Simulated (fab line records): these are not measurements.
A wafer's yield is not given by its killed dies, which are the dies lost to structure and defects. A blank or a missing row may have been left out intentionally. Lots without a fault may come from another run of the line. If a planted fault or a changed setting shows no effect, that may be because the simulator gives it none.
The tool behind it: which one? -- flow sky130 -- Sampling: 13 lots, 39 wafers, 4 of 708 route steps

WHAT EACH GAUGE READ, for each wafer
SKY_METAL4_CD_MEAS_13 targets a cd of 300 nm. Usual: 300.0 nm for cd-nm, sd 1.1.
lot,measured,on,cd-nm (nm),flag
L701,day 42 00:05,cd-sem-01,298.8 299.2 299.5,
L702,day 42 04:31,cd-sem-02,298.9 300.0 299.0,
L703,day 42 08:13,cd-sem-02,301.6 301.0 301.1,
L704,day 42 13:40,cd-sem-02,301.1 299.9 301.1,
L705,day 42 21:59,cd-sem-02,299.5 302.0 300.1,
L706,day 43 04:49,cd-sem-02,298.9 300.3 299.4,
L707,day 43 11:30,cd-sem-01,300.2 300.4 302.2,
L709,day 44 07:22,cd-sem-02,301.9 301.4 301.7,
L716,day 45 22:39,cd-sem-02,299.7 300.8 300.0,
L717,day 46 01:20,cd-sem-01,300.6 300.6 302.3,
L718,day 46 10:06,cd-sem-01,298.9 298.0 299.3,
L720,day 46 16:48,cd-sem-01,300.1 302.0 299.0,
L722,day 47 07:56,cd-sem-01,300.3 299.2 299.4,

SKY_VIA4_RS_MEAS_19: uses a four-point probe to measure. Usual: VIA4_W_RS typically reads 0.2258 ohm/sq, with standard deviation 0.0019.
lot,measured,on,VIA4_W_RS (ohm/sq),flag
L701,day 43 01:40,film-metro-04,0.2247 0.2244 0.2235,
L702,day 43 06:02,film-metro-04,0.2255 0.2253 0.2252,
L703,day 43 09:30,film-metro-04,0.2265 0.2248 0.2267,
L704,day 43 14:14,film-metro-04,0.2270 0.2245 0.2276,
L705,day 43 23:18,film-metro-04,0.2262 0.2263 0.2262,
L706,day 44 05:40,film-metro-03,0.2245 0.2255 0.2251,
L707,day 44 12:43,film-metro-04,0.2280 0.2253 0.2249,
L709,day 45 07:20,film-metro-03,0.2270 0.2271 0.2250,
L716,day 46 21:10,film-metro-01,0.2266 0.2264 0.2248,
L717,day 47 00:58,film-metro-03,0.2253 0.2261 0.2277,
L718,day 47 09:10,film-metro-03,0.2229 0.2253 0.2257,
L720,day 47 15:39,film-metro-04,0.2258 0.2262 0.2267,
L722,day 48 05:09,film-metro-01,0.2285 0.2268 0.2243,

EACH LOT AND THE TOOL THAT RAN IT (in order: tool; ch and the chambers of the sampled wafers; start)
lot,SKY_CONTACT_CVD_24,SKY_CAP2M_STRIP_14
L701,"cvd-w-02 ch 0,1, day 31 20:58","plasma-asher-04 ch 0,1, day 40 23:32"
L702,"cvd-w-02 ch 0,1, day 32 03:27","plasma-asher-02 ch 1, day 41 03:50"
L703,"cvd-w-02 ch 0,1, day 32 07:43","plasma-asher-03 ch 0, day 41 08:03"
L704,"cvd-w-01 ch 0, day 32 14:31","plasma-asher-03 ch 0,1, day 41 13:22"
L705,"cvd-w-01 ch 0,1, day 32 21:28","plasma-asher-04 ch 0,1, day 41 21:56"
L706,"cvd-w-01 ch 0,1, day 33 05:33","plasma-asher-02 ch 0,1, day 42 05:22"
L707,"cvd-w-01 ch 0,1, day 33 14:28","plasma-asher-04 ch 0,1, day 42 12:00"
L709,"cvd-w-01 ch 0,1, day 34 12:52","plasma-asher-04 ch 0,1, day 43 07:34"
L716,"cvd-w-01 ch 0,1, day 36 09:56","plasma-asher-02 ch 0,1, day 45 00:21"
L717,"cvd-w-01 ch 0,1, day 36 17:20","plasma-asher-04 ch 0,1, day 45 04:03"
L718,"cvd-w-02 ch 0,1, day 37 04:07","plasma-asher-02 ch 0,1, day 45 12:15"
L720,"cvd-w-02 ch 1, day 37 12:17","plasma-asher-04 ch 0,1, day 45 20:21"
L722,"cvd-w-02 ch 0,1, day 38 07:07","plasma-asher-02 ch 0,1, day 46 11:09"
- SKY_CONTACT_CVD_24: deposits W, target thk 340 nm, time 102.12 s.
- SKY_CAP2M_STRIP_14: strips in O2/N2.

AS READ BY THE TOOLS THEMSELVES (means over the sampled wafers that have a number; for cases with no such wafer, the mark the record gives instead)
SKY_CONTACT_CVD_24. Usual: 806 W for heater-power-w, sd 110.
lot,tool,heater-power-w (W),flag
L701,cvd-w-02,691,
L702,cvd-w-02,680,
L703,cvd-w-02,774,
L704,cvd-w-01,842,
L705,cvd-w-01,905,
L706,cvd-w-01,904,
L707,cvd-w-01,900,
L709,cvd-w-01,907,
L716,cvd-w-01,861,
L717,cvd-w-01,923,
L718,cvd-w-02,773,
L720,cvd-w-02,831,
L722,cvd-w-02,767,

SKY_CAP2M_STRIP_14. Usual: drypump-motor-current-A 5.7 A, standard deviation 0.41; n2-flow-sccm 300.1 sccm, standard deviation 0.93; oes-product-au 0.710 a.u., standard deviation 0.0044; strip-time-to-endpoint-s 12.66 s, standard deviation 0.038.
lot,tool,drypump-motor-current-A (A),n2-flow-sccm (sccm),oes-product-au (a.u.),strip-time-to-endpoint-s (s),flag
L701,plasma-asher-04,5.7,300.2,0.707,12.65,
L702,plasma-asher-02,6.4,300.1,0.712,12.73,
L703,plasma-asher-03,5.3,300.5,0.709,12.72,
L704,plasma-asher-03,5.3,299.9,0.709,12.70,
L705,plasma-asher-04,5.8,300.2,0.713,12.68,
L706,plasma-asher-02,5.9,300.2,0.707,12.66,
L707,plasma-asher-04,5.8,300.1,0.711,12.67,
L709,plasma-asher-04,5.8,300.6,0.708,12.68,
L716,plasma-asher-02,6.1,300.1,0.710,12.65,
L717,plasma-asher-04,5.8,300.6,0.710,12.68,
L718,plasma-asher-02,6.1,302.1,0.709,12.60,
L720,plasma-asher-04,5.7,300.0,0.712,12.67,
L722,plasma-asher-02,6.1,300.3,0.709,12.64,

THE ANSWER, worked out from the rows above alone
Rule: take the mean of a lot's wafers that have a number; if it is more than 3 standard deviations from the usual mean, the lot is off. A lot without any number at a reading at which 4 lots or more have one is off too. Where the step has rows for the other lots, those lots are counted as sound. First the gauges in route order, then the tools' own readings, where a lot's mean is used as printed above. At the first step where some lot is off, the reading lying furthest off is the one used; lots without a number count as furthest.
No lot is off at any reading shown: from this, nothing can be told.

WHAT THE SIMULATOR HAD PUT IN
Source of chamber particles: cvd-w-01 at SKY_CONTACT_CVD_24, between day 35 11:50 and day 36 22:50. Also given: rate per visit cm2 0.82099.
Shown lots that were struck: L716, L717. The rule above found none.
